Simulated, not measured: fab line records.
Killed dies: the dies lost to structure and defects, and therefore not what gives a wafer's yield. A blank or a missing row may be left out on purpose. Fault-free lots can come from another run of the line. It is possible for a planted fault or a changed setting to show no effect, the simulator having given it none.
fab line records	flow sky130
[record] lots = 7	wafers = 18	last_day = 49
route steps=708 shown POLY_CUT@314 SD_P@320 PAD_OPEN@708
lots that met no fault: taken from a fault-free run of the same line
start_h: start of the lot's first displayed wafer, in hours after the record's first day	wait_h: hours since the lot's step before	" repeats the value in the row above	L1.1+2: one row covering several wafers at once	- no value present, or no start provided	* or withheld: withheld	< > ~ a bound
route shown NAME@n: NAME is a module with steps in the file, n the number in the route of the first one	usual: average and standard deviation across the fault-free wafers	same: alike in all rows	chamber/n: place in a boat	sites: readings site by site	_std_site: standard deviation of those values	_edge_site: inner sites' mean taken away from outer sites' mean	radius_mm: how far each site lies from the wafer's centre	mask NAME#n: copy n	behind: the most recent tool/chamber to have shaped the wafer	hold: why the lot was held/for how many hours/how that ended	device: the transistor (n, p or np) that didn't switch	end of line: tests run on the same wafers once the route is complete	a step without rows: its recipe alone	killed: at the first sort, the dies lost to defects and structure; wafer yield is something else	map: a wafer's dies, x killed, . not, _ none there
set.NAME: the setting the step ran with; set.NAME@STEP: the setting that earlier step ran with	model.NAME: the simulator's own value behind a step, which no gauge read
certain route steps with their lots: each step a table, each wafer a row
services: the hour from which a tool's chamber was out of use, counted from the record's first day as start_h (under 0 if before that day), plus the number of hours and why
[[steps]]
[step SKY_POLY_CUT_DEVELOP_07]
[recipe] develop_time_s = 60	resist = KrF-thick	dev_temp_c = 21
[step SKY_POLY_CUT_CD_MEAS_08]
[recipe] target_cd_nm = 270
[usual] cd_nm = 270.5/1.3
lot.wafer	tool	chamber	start_h	wait_h	cd_nm
L989.2	cd_sem-01	-	573.51	-	268.5
L989.4	"	-	"	"	269.4
L989.6	"	-	"	"	269.9
L991.3	cd_sem-01	-	592.73	-	271.6
L991.4	"	-	"	"	271.4
L991.5	"	-	"	"	270.5
L993.1	cd_sem-01	-	614.56	-	270.6
L993.2	"	-	"	"	269.3
L993.6	"	-	"	"	270.3
L995.1	cd_sem-02	-	623.31	-	271.3
L995.4	"	-	"	"	269.8
L995.5	"	-	"	"	270.5
L101.2	cd_sem-01	-	674.11	-	270.4
L101.5	"	-	"	"	268.9
L102.2	cd_sem-01	-	677.81	-	269.1
L102.5	"	-	"	"	268.6
L103.4	cd_sem-01	-	683.60	-	269.7
L103.6	"	-	"	"	270.2
[step SKY_POLY_CUT_OVL_MEAS_09]
[usual] POLY_CUT_OVL = -5/5.7
lot.wafer	tool	chamber	start_h	wait_h	POLY_CUT_OVL[nm]
L989.2	overlay-02	-	573.62	0.1	0
L989.4	"	-	"	"	-4
L989.6	"	-	"	"	1
L991.3	overlay-01	-	592.82	0.1	-2
L991.4	"	-	"	"	-2
L991.5	"	-	"	"	-5
L993.1	overlay-02	-	614.68	0.1	-1
L993.2	"	-	"	"	-4
L993.6	"	-	"	"	-4
L995.1	overlay-02	-	623.43	0.1	-11
L995.4	"	-	"	"	-7
L995.5	"	-	"	"	-9
L101.2	overlay-02	-	674.22	0.1	-5
L101.5	"	-	"	"	-4
L102.2	overlay-02	-	677.92	0.1	4
L102.5	"	-	"	"	7
L103.4	overlay-02	-	683.68	0.1	-5
L103.6	"	-	"	"	-1
[step SKY_POLY_CUT_ETCH_10]
[recipe] chemistry = N2/H2	target = BARC	ion_energy_ev = 200	source_w = 500	bias_w = 100	pressure_mtorr = 30	n2_flow_sccm = 100	h2_flow_sccm = 200	stop_on = SiO2	time_s = 45.9	target_depth_a = 600
[usual] drypump_motor_current_A = 6.0/0.33	oes_product_au = 0.855/0.0045	throttle_valve_pct = 13.224/0.01
lot.wafer	tool	chamber	start_h	wait_h	drypump_motor_current_A	oes_product_au	rf_hours_counter_h	throttle_valve_pct
L989.2	rie_diel-01	0	573.65	0.0	5.5	0.848	1	13.235
L989.4	"	3	"	"	5.4	0.856	-	13.243
L989.6	"	0	"	"	5.5	0.862	-	13.216
L991.3	rie_diel-03	1	592.85	0.0	6.1	0.854	11	13.221
L991.4	"	0	"	"	5.9	0.849	4	13.226
L991.5	"	1	"	"	6.1	0.857	-	13.239
L993.1	rie_diel-03	3	614.71	0.0	6.5	0.859	26	13.216
L993.2	"	1	"	"	6.2	0.857	12	13.227
L993.6	"	3	"	"	6.5	0.852	-	13.191
L995.1	rie_diel-03	1	623.46	0.0	6.1	0.853	12	13.222
L995.4	"	0	"	"	5.9	0.855	4	13.223
L995.5	"	0	"	"	5.9	0.865	-	13.219
L101.2	rie_diel-01	1	674.25	0.0	6.2	0.853	1	13.234
L101.5	"	1	"	"	6.2	0.848	-	13.214
L102.2	rie_diel-04	2	677.95	0.0	6.1	0.850	16	13.237
L102.5	"	0	"	"	6.0	0.849	-	13.215
L103.4	rie_diel-04	2	683.70	0.0	6.0	0.854	16	13.211
L103.6	"	0	"	"	6.0	0.855	-	13.231
[step SKY_POLY_CUT_ETCH_11]
[recipe] target = Si3N4	chemistry = CF4/CH2F2/Ar	stop_on = poly-Si	source_w = 600	bias_w = 150	pressure_mtorr = 40	cf4_flow_sccm = 40	ch2f2_flow_sccm = 20	Ar_flow_sccm = 150	time_s = 42.5	target_depth_a = 600
[usual] drypump_motor_current_A = 5.9/0.33	mfc_ar_sccm = 150.0/0.47	oes_product_au = 0.830/0.0061	throttle_valve_pct = 14.993/0.0074
lot.wafer	tool	chamber	start_h	wait_h	drypump_motor_current_A	mfc_ar_sccm	oes_product_au	rf_hours_counter_h	throttle_valve_pct
L989.2	rie_diel-01	0	573.69	0.0	5.5	151.0	0.823	1	14.992
L989.4	"	3	"	"	5.4	150.1	0.830	-	14.990
L989.6	"	0	"	"	5.5	150.4	0.832	-	14.999
L991.3	rie_diel-03	1	592.89	0.0	6.1	149.9	0.820	11	14.991
L991.4	"	0	"	"	5.9	150.5	0.823	4	14.993
L991.5	"	1	"	"	6.1	150.2	0.831	-	14.994
L993.1	rie_diel-03	3	614.75	0.0	6.5	149.8	0.831	26	14.988
L993.2	"	1	"	"	6.1	149.5	0.824	12	14.996
L993.6	"	3	"	"	6.5	149.4	0.829	-	15.000
L995.1	rie_diel-03	1	623.50	0.0	6.1	150.3	0.831	12	14.989
L995.4	"	0	"	"	5.9	149.9	0.830	4	14.995
L995.5	"	0	"	"	5.9	150.0	0.823	-	14.989
L101.2	rie_diel-01	1	674.29	0.0	6.2	149.9	0.825	1	14.996
L101.5	"	1	"	"	6.2	149.7	0.830	-	14.999
L102.2	rie_diel-04	2	677.99	0.0	6.1	149.3	0.832	16	14.992
L102.5	"	0	"	"	6.0	150.1	0.838	-	15.000
L103.4	rie_diel-04	2	683.74	0.0	6.1	149.2	0.841	16	14.997
L103.6	"	0	"	"	6.0	149.9	0.842	-	14.999
[step SKY_POLY_CUT_STRIP_12]
[recipe] chemistry = O2/N2	power_w = 1400	pressure_mtorr = 1500	platen_temp_c = withheld	o2_flow_sccm = 3000	n2_flow_sccm = 300	overash_fraction = 0.5
[usual] drypump_motor_current_A = 5.7/0.45	oes_product_au = 0.452/0.0047	strip_time_to_endpoint_s = 5.356/0.017
lot.wafer	tool	chamber	start_h	wait_h	drypump_motor_current_A	oes_product_au	rf_hours_counter_h	strip_time_to_endpoint_s
L989.2	plasma_asher-03	0	573.73	0.0	5.3	0.452	15	5.350
L989.4	"	0	"	"	5.3	0.447	-	5.338
L989.6	"	1	"	"	5.7	0.452	-	5.353
L991.3	plasma_asher-04	0	592.96	0.1	5.1	0.453	-	5.353
L991.4	"	1	"	"	5.7	0.452	-	5.333
L991.5	"	1	"	"	5.7	0.452	-	5.319
L993.1	plasma_asher-03	0	614.79	0.0	5.3	0.454	19	5.370
L993.2	"	1	"	"	5.7	0.453	19	5.351
L993.6	"	0	"	"	5.3	0.449	-	5.358
L995.1	plasma_asher-03	0	623.54	0.0	5.3	0.449	20	5.373
L995.4	"	1	"	"	5.7	0.449	-	5.361
L995.5	"	0	"	"	5.3	0.452	-	5.334
L101.2	plasma_asher-02	0	674.33	0.0	6.2	0.448	100	5.364
L101.5	"	1	"	"	6.5	0.444	-	5.342
L102.2	plasma_asher-02	1	678.03	0.0	6.5	0.456	100	5.358
L102.5	"	1	"	"	6.4	0.453	-	5.336
L103.4	plasma_asher-02	0	683.81	0.1	6.3	0.454	-	5.341
L103.6	"	0	"	"	6.3	0.445	-	5.338
[step SKY_SD_P_DEHYDRATE_00]
[recipe] temp_c = 200	time_s = 60
[step SKY_SD_P_HMDS_01]
[recipe] prime_time_s = 60	prime_temp_c = 120
[step SKY_SD_P_COAT_02]
[recipe] resist = NOVOLAK	spin_rpm = 3000	resist_thk_nm = 1140
[step SKY_SD_P_SOFTBAKE_03]
[recipe] temp_c = 90	time_s = 60	resist = NOVOLAK
[step SKY_SD_P_EXPOSE_04]
[recipe] mask_id = PSDM	na = 0.6	source_shape = conventional	sigma_outer = 0.6	polarization = unpolarized	target_cd_nm = 380	dose_mj = 138
[step SKY_SD_P_PEB_05]
[recipe] temp_c = withheld	time_s = *	resist = NOVOLAK
[step SKY_SD_P_DEVELOP_06]
[recipe] resist = NOVOLAK	developer = TMAH	develop_time_s = 60	dev_temp_c = 23
lot.wafer	tool	chamber	start_h	wait_h
L989.2+4+6	litho_track-02	0	602.78	0.1
L991.3+4+5	litho_track-02	0	622.06	0.1
L993.1+2+6	litho_track-02	0	643.21	0.1
L995.1+4+5	litho_track-04	0	651.89	0.1
L101.2+5	litho_track-02	0	701.98	0.1
L102.2+5	litho_track-02	0	705.58	0.1
L103.4+6	litho_track-02	0	711.88	0.1
[step SKY_SD_P_CD_MEAS_07]
[recipe] target_cd_nm = 380
[usual] cd_nm = 380.1/2.1
lot.wafer	tool	chamber	start_h	wait_h	hold	cd_nm
L989.2	cd_sem-01	-	602.93	0.1	-	379.8
L989.4	"	-	"	"	-	382.5
L989.6	"	-	"	"	-	380.7
L991.3	cd_sem-01	-	622.20	0.1	-	378.4
L991.4	"	-	"	"	-	380.0
L991.5	"	-	"	"	-	380.3
L993.1	cd_sem-01	-	643.36	0.1	-	376.2
L993.2	"	-	"	"	-	380.7
L993.6	"	-	"	"	-	379.8
L995.1	cd_sem-01	-	652.04	0.1	-	381.8
L995.4	"	-	"	"	-	381.1
L995.5	"	-	"	"	-	380.6
L101.2	cd_sem-02	-	702.13	0.1	await_dispo/0.2h/release	378.1
L101.5	"	-	"	"	await_dispo/0.2h/release	367.6
L101.2	cd_sem-02	-	702.41	0.3	-	378.2
L101.5	"	-	"	"	-	367.5
L102.2	cd_sem-01	-	705.73	0.1	await_dispo/0.2h/release	381.0
L102.5	"	-	"	"	await_dispo/0.2h/release	370.9
L102.2	cd_sem-01	-	706.19	0.4	-	381.6
L102.5	"	-	"	"	-	370.5
L103.4	cd_sem-01	-	712.02	0.1	-	372.9
L103.6	"	-	"	"	-	383.7
[step SKY_SD_P_OVL_MEAS_08]
[usual] SD_P_OVL = -0.3/1.5
lot.wafer	tool	chamber	start_h	wait_h	hold	SD_P_OVL[nm]
L989.2	overlay-01	-	603.03	0.1	-	0.0
L989.4	"	-	"	"	-	-0.9
L989.6	"	-	"	"	-	1.6
L991.3	overlay-02	-	622.29	0.1	-	-2.6
L991.4	"	-	"	"	-	-2.7
L991.5	"	-	"	"	-	-3.1
L993.1	overlay-02	-	643.48	0.1	-	0.2
L993.2	"	-	"	"	-	0.0
L993.6	"	-	"	"	-	1.0
L995.1	overlay-02	-	652.16	0.1	-	-1.2
L995.4	"	-	"	"	-	-1.6
L995.5	"	-	"	"	-	1.7
L102.2	overlay-01	-	708.51	2.3	await_dispo/2.2h/release	0.2
L102.5	"	-	"	"	await_dispo/2.2h/release	0.9
L103.4	overlay-01	-	712.09	0.1	-	0.3
L103.6	"	-	"	"	-	1.6
L101.2	overlay-02	-	714.40	12.0	await_dispo/11.8h/release	0.3
L101.5	"	-	"	"	await_dispo/11.8h/release	-0.7
[step SKY_PAD_OPEN_PROBE_99]
[usual] killed_at_M0_to_M3 = 45/6.9	killed_at_M4_up = 3.1/1.7	killed_at_contacts = 24/5.7	killed_at_front_end = 15/4.6	killed_at_other = 0.3/0.57	killed_dies = 87/10	killed_open = 48/7.4	killed_short = 39/6.7
[same] gross_dies = 492	killed_at_back_side = 0
lot.wafer	tool	chamber	start_h	wait_h	killed_at_M0_to_M3	killed_at_M4_up	killed_at_contacts	killed_at_front_end	killed_at_other	killed_dies	killed_open	killed_short
L989.2	prober-01	-	1088.63	0.1	55	5	29	11	0	100	55	45
L989.4	prober-01	-	1088.73	0.2	52	3	35	18	0	108	54	54
L989.6	prober-01	-	1088.83	0.2	62	3	34	23	0	122	65	57
L991.3	prober-01	-	1105.00	0.2	52	2	25	9	0	88	47	41
L991.4	prober-01	-	1105.05	0.2	43	3	25	13	0	84	51	33
L991.5	prober-01	-	1105.10	0.2	50	5	34	15	0	104	65	39
L993.1	prober-01	-	1115.36	0.1	57	2	33	15	0	107	60	47
L993.2	prober-01	-	1115.41	0.1	38	3	25	12	0	78	48	30
// killed by level:class
L989.2 VIA1:geometric_particle:open=9 CONTACT:geometric_particle:open=8 LI_CONTACT:geometric_particle:open=8 METAL1:geometric_particle:short=8 VIA2:geometric_particle:open=8 LOCAL_INTERCONNECT:geometric_particle:short=7 METAL2:geometric_particle:open=6 VIA3:geometric_particle:open=6
L989.4 CONTACT:geometric_particle:open=13 VIA1:geometric_particle:open=10 LI_CONTACT:geometric_particle:open=9 VIA3:geometric_particle:open=9 VIA2:geometric_particle:short=7 CONTACT:geometric_particle:short=7 METAL1:geometric_particle:short=7 VIA1:geometric_particle:short=6
L989.6 VIA3:geometric_particle:open=12 VIA1:geometric_particle:open=12 VIA2:geometric_particle:open=10 METAL1:geometric_particle:short=10 FIELD_ISO:geometric_particle:open=9 CONTACT:geometric_particle:open=9 CONTACT:geometric_particle:short=9 LI_CONTACT:geometric_particle:open=6
L991.3 VIA1:geometric_particle:open=13 LI_CONTACT:geometric_particle:open=9 CONTACT:geometric_particle:open=9 METAL1:geometric_particle:short=8 VIA1:geometric_particle:short=8 METAL2:geometric_particle:short=7 VIA3:geometric_particle:open=5 FIELD_ISO:geometric_particle:short=3
L991.4 CONTACT:geometric_particle:open=11 VIA2:geometric_particle:open=9 VIA1:geometric_particle:open=7 LI_CONTACT:geometric_particle:open=6 CONTACT:geometric_particle:short=5 POLY_GATE:geometric_particle:open=5 VIA1:geometric_particle:short=5 VIA3:geometric_particle:short=5
L991.5 CONTACT:geometric_particle:open=17 VIA1:geometric_particle:open=16 VIA2:geometric_particle:open=9 LI_CONTACT:geometric_particle:open=8 VIA1:geometric_particle:short=8 POLY_GATE:geometric_particle:open=5 METAL2:geometric_particle:short=5 METAL1:geometric_particle:short=4
L993.1 VIA1:geometric_particle:open=17 CONTACT:geometric_particle:open=10 LI_CONTACT:geometric_particle:open=10 VIA3:geometric_particle:open=7 VIA2:geometric_particle:short=6 METAL1:geometric_particle:short=6 LI_CONTACT:geometric_particle:short=5 LOCAL_INTERCONNECT:geometric_particle:short=5
L993.2 CONTACT:geometric_particle:open=9 VIA1:geometric_particle:open=8 VIA1:geometric_particle:short=6 LI_CONTACT:geometric_particle:open=5 VIA3:geometric_particle:open=5 METAL1:geometric_particle:short=4 VIA2:geometric_particle:open=4 FIELD_ISO:geometric_particle:open=3
[[services]]
tool	chamber	start_h	hours	kind
rie_diel-01	-	562.91	0.7	repair
rie_diel-01	2	572.70	7.6	repair
rie_diel-03	2	583.03	1.4	repair
rie_diel-01	1	601.22	-	clean
rie_diel-01	1	601.22	23.9	scheduled_down
rie_diel-01	1	601.22	23.9	vent_cycle
plasma_asher-04	-	639.28	1.6	repair
rie_diel-01	-	647.07	0.4	repair
rie_diel-01	1	649.17	7.1	repair
rie_diel-03	-	674.30	2.8	pm
rie_diel-04	-	686.93	0.1	repair
[[key]]
[first_sign] step = SKY_SD_P_CD_MEAS_07	reading = visit	direction = added
[effect] step = SKY_SD_P_CD_MEAS_07	reading = cd_nm	direction = down	sigmas = 4.5	usual = 380.1	struck = 370.4
met_at SKY_SD_P_DEVELOP_06
struck_wafers L101.5,L102.5,L103.4
tester_left_out L101,L102,L103
onset_between 643.21 701.98
[fault] kind = process_parameter_drift	tool = litho_track-02	chamber = -	onset_h = 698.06	steps = SKY_SD_P_DEVELOP_06	channel = develop_time_s	offset = *	shape = step	end_h = 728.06	scope = struck_wafers_only	acts_in = *	stated = *
// tester_left_out: of these lots the tester's yield and bins aren't shown, on N5 and GAA mostly nor the transistor test; their killed dies are dies lost to structure and defects alone, not to doping, threshold or leakage, so they don't give the yield
